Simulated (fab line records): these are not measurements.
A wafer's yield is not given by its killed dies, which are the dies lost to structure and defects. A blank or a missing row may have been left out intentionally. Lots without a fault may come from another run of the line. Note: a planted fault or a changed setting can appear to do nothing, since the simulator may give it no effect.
Which tool did it?    flow gf180mcu    14 lots, 42 wafers sampled, at 3 steps of a route of 602

## WHAT THE GAUGES SHOWED, per wafer
GF_M5_OVL_MEAS_08. Usual: M5_OVL gives 0 nm (standard deviation 5.9).
lot   measured      on          M5_OVL (nm)  flag
L950  day 26 05:34  overlay-01  -5 -8 4      
L951  day 26 12:37  overlay-01  9 1 5        
L952  day 26 18:37  overlay-02  1 -6 -5      
L954  day 27 14:01  overlay-01  -5 8 4       
L955  day 27 17:43  overlay-01  -8 -11 1     
L957  day 28 16:00  overlay-02  2 -3 0       
L959  day 29 06:09  overlay-01  6 8 10       
L962  day 29 23:12  overlay-01  9 8 -4       
L963  day 30 07:39  overlay-02  -7 2 3       
L967  day 31 05:22  overlay-02  0 6 3        
L968  day 31 11:52  overlay-02  10 -1 -6     
L969  day 31 20:58  overlay-01  -1 6 -4      
L970  day 32 03:20  overlay-02  -4 10 -5     
L971  day 32 09:24  overlay-02  10 10 6      

GF_V5_CD_MEAS_14 targets a cd of 260 nm. Usual: cdNm reads 259.9 nm (standard deviation 1.4).
lot   measured      on        cdNm (nm)          flag
L950  day 27 03:19  cdSem-02  261.0 261.0 259.5  
L951  day 27 10:36  cdSem-02  258.6 258.3 258.5  
L952  day 27 15:36  cdSem-01  257.3 257.8 257.9  
L954  day 28 11:16  cdSem-01  259.9 260.3 261.3  
L955  day 28 14:32  cdSem-02  258.1 256.9 257.9  
L957  day 29 12:43  cdSem-01  259.5 260.5 260.7  
L959  day 30 02:14  cdSem-01  261.9 261.4 260.2  
L962  day 30 18:29  cdSem-02  260.5 261.2 260.2  
L963  day 31 03:02  cdSem-01  257.3 256.8 257.8  
L967  day 32 00:09  cdSem-01  260.1 261.1 259.9  
L968  day 32 05:37  cdSem-02  260.4 257.7 258.6  
L969  day 32 15:13  cdSem-02  260.7 260.4 261.5  
L970  day 32 20:28  cdSem-01  259.7 259.8 259.5  
L971  day 33 02:50  cdSem-01  260.8 260.6 259.8  

## WHAT TOOL EACH LOT RAN ON (gives the tool, then ch and the chambers of the sampled wafers, and finally the start)
lot   GF_V5_CVD_02
L950  pecvd-01 ch 0,1, day 26 06:26
L951  pecvd-04 ch 0,1,2, day 26 13:27
L952  pecvd-03 ch 0,1,2, day 26 19:32
L954  pecvd-01 ch 0,2, day 27 14:52
L955  pecvd-04 ch 0,2, day 27 18:34
L957  pecvd-01 ch 0,2, day 28 16:49
L959  pecvd-04 ch 1,2, day 29 07:01
L962  pecvd-01 ch 0,2, day 30 00:01
L963  pecvd-01 ch 0,1,2, day 30 08:28
L967  pecvd-03 ch 0,1, day 31 06:13
L968  pecvd-01 ch 0,1, day 31 12:41
L969  pecvd-04 ch 0,1, day 31 21:47
L970  pecvd-04 ch 0,2, day 32 04:11
L971  pecvd-03 ch 0,1, day 32 10:13
- GF_V5_CVD_02: deposits SiO2 from TEOS, target thk 1450 nm, time 163.28 s.

## WHAT THE TOOLS THEMSELVES READ (means of the sampled wafers that have a number; where no wafer has one, the mark that the record gives instead)
GF_V5_CVD_02. Usual: heaterPowerW reads 658 W (standard deviation 100).
lot   tool      heaterPowerW (W)  flag
L950  pecvd-01  724               
L951  pecvd-04  708               
L952  pecvd-03  612               
L954  pecvd-01  681               
L955  pecvd-04  585               
L957  pecvd-01  680               
L959  pecvd-04  720               
L962  pecvd-01  649               
L963  pecvd-01  655               
L967  pecvd-03  536               
L968  pecvd-01  716               
L969  pecvd-04  704               
L970  pecvd-04  595               
L971  pecvd-03  574               

## THE ANSWER, worked out from the rows above alone
Rule: take the mean of a lot's wafers that have a number; if it is more than 3 standard deviations from the usual mean, the lot is off. Also off: a lot with no number at a reading for which 4 or more lots have one. Where the step has rows for the other lots, those lots are counted as sound. First the gauges in route order, then the tools' own readings, where a lot's mean is used as printed above. The first step at which some lot is off is used, and at that step the reading that is off furthest; a lot without a number counts as furthest.
Nothing can be told from this: no lot is off at any reading shown.

## WHAT THE SIMULATOR HAD PUT IN
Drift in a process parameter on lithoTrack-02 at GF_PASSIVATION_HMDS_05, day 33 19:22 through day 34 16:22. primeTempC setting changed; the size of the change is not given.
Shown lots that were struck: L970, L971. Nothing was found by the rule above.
